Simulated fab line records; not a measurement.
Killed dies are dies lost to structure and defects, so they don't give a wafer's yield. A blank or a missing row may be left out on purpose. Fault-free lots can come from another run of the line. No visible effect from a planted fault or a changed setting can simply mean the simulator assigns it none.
Struck lot and sound lot, side by side | flow gf180mcu | 21 steps out of a route of 602
Sound: these wafers, L836.2, L836.3, L836.6. Struck: wafer L849.2 (L849.5, L849.6, from the same lot, were not struck and are left out); the cause is given at the end.
At each step with rows: each side's tool, then ch and its chambers, then its first start. Under that, the readings that differ: sound wafers | struck wafers | difference of the means | sigmas: that difference in standard deviations of wafers without a fault.
alike: same words and numbers on both sides, and readings whose means sit less than 2 such deviations apart. not compared: any withheld reading, any reading some wafer has no value for, any bound like >300 that may hide the same value, and any number with overlapping values for which the record gives no deviation.
A row with sigmas, a row that says differs or no value, or rows on one side alone: a step with any of these is where the two part. Non-overlapping numbers with no deviation appear without sigmas and do not part them. A reading that every wafer of one side lacks parts them only if that side has two wafers or more.

GF_V5_THK_MEAS_25: measures by xrf.
  sound: film-metro-02 at day 27 14:47; struck: film-metro-03 at day 31 11:50
  alike: V5_W_THK
GF_V5_CMP_26: polishes, stops on SiO2, t overpolish 15 s, target thk 0 nm.
  sound on cmp-02 ch 0,1,3, day 27 14:56; struck on cmp-01 ch 1, day 31 11:53
  alike: motor-current-A, overpolish-run-s, time-to-endpoint-s
GF_TOP_METAL_SPUTTER_00: material Ti, target thk 37.5 nm, time 150 s.
  sound: pvd-sputter-02 at day 27 15:08; struck: pvd-sputter-01 at day 31 12:11
  alike: throttle-valve-pct
GF_TOP_METAL_SPUTTER_01: material TiN, target thk 30 nm, time 25 s.
  sound: pvd-sputter-02 at day 27 15:14; struck: pvd-sputter-01 at day 31 12:17
  alike: throttle-valve-pct
GF_TOP_METAL_SPUTTER_02: material AlCu, target thk 900 nm, time 47.82 s.
  sound: pvd-sputter-02 at day 27 15:16; struck: pvd-sputter-01 at day 31 12:19
  alike: throttle-valve-pct
then, 2 steps without rows for these wafers: GF_TOP_METAL_SPUTTER_03 (material Ti, target thk 5 nm, time 3.3 s); GF_TOP_METAL_SPUTTER_04 (material TiN, target thk 25 nm, time 20.8 s).
GF_TOP_METAL_RS_MEAS_05: measurement is done with a four-point probe.
  sound: film-metro-04 at day 27 15:23; struck: film-metro-02 at day 31 12:26
  alike: TOP_METAL_ALCU_RS
GF_TOP_METAL_THK_MEAS_06: measures by xrf.
  sound: film-metro-04 at day 27 15:29; struck: film-metro-02 at day 31 12:32
  alike: TOP_METAL_ALCU_THK
then, 3 steps without rows for these wafers: GF_TOP_METAL_DEHYDRATE_07 (time 60 s); GF_TOP_METAL_HMDS_08 (prime time 60 s); GF_TOP_METAL_COAT_09 (resist thk 1500 nm).
GF_TOP_METAL_SOFTBAKE_10: time 60 s.
  sound on litho-track-03 ch 0, day 28 01:26; struck on litho-track-03 ch 0, day 31 20:17
  reading                  | sound             | struck | difference | sigmas
  heater-power-total-W (W) | 56.57 56.64 56.57 | 70.87  | +14.28     | +99 or more
  run-length-s (s)         | 89.06 89.10 89.32 | 59.02  | -30.14     | -99 or more
then, 2 steps without rows for these wafers: GF_TOP_METAL_EXPOSE_11 (exposes mask MetalTop, target cd 440 nm); GF_TOP_METAL_PEB_12.
GF_TOP_METAL_DEVELOP_13: develop time 60 s.
  sound on litho-track-01 ch 0, day 28 10:42; struck on litho-track-01 ch 0, day 32 04:33
  reading                                        | sound          | struck | difference | sigmas
  model.NOVOLAK_of_TOP_METAL_COAT_09.thk-nm (nm) | 1500 1502 1502 | 1521   | +20        |
  alike: developer-temp-C
GF_TOP_METAL_CD_MEAS_14: target cd 440 nm.
  sound: cd-sem-01 at day 28 10:50; struck: cd-sem-02 at day 32 04:41
  alike: cd-nm
GF_TOP_METAL_OVL_MEAS_15:
  sound: overlay-01 at day 28 10:57; struck: overlay-02 at day 32 04:48
  alike: TOP_METAL_OVL
GF_TOP_METAL_METAL_ETCH_16: etches the open film in Cl2/BCl3, stops on SiO2, target depth 1197 nm, time 199.5 s.
  sound on rie-metal-04 ch 0,1, day 28 10:59; struck on rie-metal-04 ch 1, day 32 04:50
  reading                                        | sound          | struck | difference | sigmas
  model.NOVOLAK_of_TOP_METAL_COAT_09.thk-nm (nm) | 1013 1023 1023 | 1034   | +14        |
  alike: drypump-motor-current-A, mfc-cl2-sccm, oes-product-au, throttle-valve-pct
  not compared: rf-hours-counter-h
GF_TOP_METAL_STRIP_17: strips in O2/N2.
  sound on plasma-asher-01 ch 0,1, day 28 11:10; struck on plasma-asher-01 ch 0, day 32 05:01
  reading               | sound             | struck | difference | sigmas
  oes-product-au (a.u.) | 0.709 0.700 0.710 | 0.716  | +0.010     | +2
  alike: drypump-motor-current-A, heater-power-w, strip-time-to-endpoint-s
  not compared: rf-hours-counter-h
GF_PASSIVATION_PROBE_99:
  only the struck wafers here have rows in the record (prober-01, day 32 23:38); the sound ones have none

## WHERE THEY PART
At GF_TOP_METAL_SOFTBAKE_10 first; at GF_PASSIVATION_PROBE_99 last (within this record only).

WHY: the cause the simulator had injected
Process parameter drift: litho-track-03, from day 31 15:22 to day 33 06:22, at GF_TOP_METAL_SOFTBAKE_10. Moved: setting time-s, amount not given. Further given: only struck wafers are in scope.
